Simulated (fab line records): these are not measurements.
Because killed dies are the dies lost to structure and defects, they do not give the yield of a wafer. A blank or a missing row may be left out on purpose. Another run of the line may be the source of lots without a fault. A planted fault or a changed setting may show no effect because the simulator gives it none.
Which tool did it? + flow gf180mcu + 7 lots with 21 wafers sampled at 2 steps, on a route of 602 steps

== WHAT EACH GAUGE READ, for each wafer ==
GF_M5_CD_MEAS_07 targets a cd of 280 nm.
| lot  | measured     | on        | cd_nm (nm)        |
|------|--------------|-----------|-------------------|
| L724 | day 27 15:20 | cd_sem-02 | 280.9 280.7 281.3 |
| L726 | day 28 06:29 | cd_sem-02 | 280.5 279.1 280.6 |
| L730 | day 29 09:22 | cd_sem-02 | 281.2 282.2 280.0 |
| L734 | day 30 10:20 | cd_sem-02 | 278.9 280.3 279.7 |
| L736 | day 30 22:16 | cd_sem-02 | 280.4 281.4 282.5 |
| L740 | day 31 18:50 | cd_sem-02 | 279.8 280.7 279.5 |
| L743 | day 32 15:20 | cd_sem-02 | 280.7 281.9 282.4 |

== WHAT TOOL EACH LOT RAN ON (gives the tool, then ch and the chambers of the sampled wafers, and finally the start) ==
| lot  | GF_MIM_STRIP_20                      |
|------|--------------------------------------|
| L724 | plasma_asher-04 ch 0,1, day 26 18:37 |
| L726 | plasma_asher-04 ch 0,1, day 27 10:46 |
| L730 | plasma_asher-02 ch 0,1, day 28 13:59 |
| L734 | plasma_asher-03 ch 0,1, day 29 15:22 |
| L736 | plasma_asher-02 ch 1, day 30 02:58   |
| L740 | plasma_asher-02 ch 0,1, day 31 00:30 |
| L743 | plasma_asher-04 ch 0,1, day 31 22:07 |
- GF_MIM_STRIP_20: strips in O2/N2.

== THE ANSWER, worked out from the rows above alone ==
Rule: usual is defined by the lots themselves. The widest of any qualifying gaps counts: lots, ordered by their means at a reading, are off when they make up no more than a third of the lots, leave a main group of 4 or more, and stand apart from it by 3 or more times the standard deviation of that group's means. The tables above print the reading to a certain number of digits; a main group whose means all agree to those digits is not used. Also off: a lot with no number at a reading for which 4 or more lots have one. The other lots that the step has rows for count as sound.
Nothing can be told from this: no lot is off at any reading shown.

== WHAT WAS PUT IN BY THE SIMULATOR ==
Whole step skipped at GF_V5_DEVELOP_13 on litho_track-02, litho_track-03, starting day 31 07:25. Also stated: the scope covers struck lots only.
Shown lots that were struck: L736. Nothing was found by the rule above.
